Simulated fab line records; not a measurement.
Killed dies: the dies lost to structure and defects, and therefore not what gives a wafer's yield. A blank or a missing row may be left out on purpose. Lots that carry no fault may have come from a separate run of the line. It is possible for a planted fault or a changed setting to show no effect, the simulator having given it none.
Chamber matching | flow gf180mcu | GF_PASSIVATION_CVD_00 on pecvd-03: 3 sister chambers
The step deposits SiO2 from TEOS, target thk 1000 nm, time 111.95 s. 18 wafers are shown with their chamber, then 9 later ones without.

WAFERS, EACH WITH ITS CHAMBER
wafer  | chamber | heater_power_w (W)
L075.3 | 0       | 568
L075.4 | 2       | 580
L075.5 | 0       | 641
L078.3 | 0       | 558
L078.5 | 2       | 661
L078.6 | 1       | 502
L079.3 | 2       | 716
L079.5 | 0       | 620
L079.6 | 2       | 568
L080.1 | 1       | 599
L080.3 | 2       | 705
L080.6 | 2       | 579
L081.2 | 2       | 662
L081.3 | 0       | 570
L081.6 | 2       | 699
L082.3 | 2       | 672
L082.4 | 1       | 505
L082.6 | 0       | 519

SIGNATURES (means of the wafers above)
reading        | chamber 0 | chamber 1 | chamber 2 | scatter within a chamber
heater_power_w | 579.33    | 535.33    | 649.11    | 53.6
Rule: for a wafer and a chamber, the distance is found by dividing, reading by reading, the gap between the wafer's reading and the chamber's mean by the reading's scatter, squaring, summing and taking the root. The wafer belongs to the nearest chamber; if the next one is less than 2 further off, it can't be placed. The scatter: the root of (the sum of the squares of (reading less its chamber's mean) over the shown wafers, divided by (wafers less chambers)).

WAFERS WHOSE CHAMBER IS MISSING
wafer  | heater_power_w (W)
L093.1 | 588
L093.4 | 674
L093.5 | 629
L096.3 | 699
L096.4 | 584
L096.6 | 641
L097.1 | 564
L097.3 | 684
L097.4 | 612

CHAMBER TAKEN BY EACH
wafer  | from the rows above          | in truth
L093.1 | can't be placed: 0 or 1 or 2 | 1
L093.4 | can't be placed: 2 or 0      | 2
L093.5 | can't be placed: 2 or 0 or 1 | 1
L096.3 | can't be placed: 2 or 0      | 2
L096.4 | can't be placed: 0 or 1 or 2 | 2
L096.6 | can't be placed: 2 or 0 or 1 | 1
L097.1 | can't be placed: 0 or 1 or 2 | 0
L097.3 | can't be placed: 2 or 0      | 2
L097.4 | can't be placed: 0 or 2 or 1 | 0
Placed correctly: 0 of 9. Unplaceable from these rows: 9, with the true chamber sitting among the candidates in 9. Wrongly placed: 0.
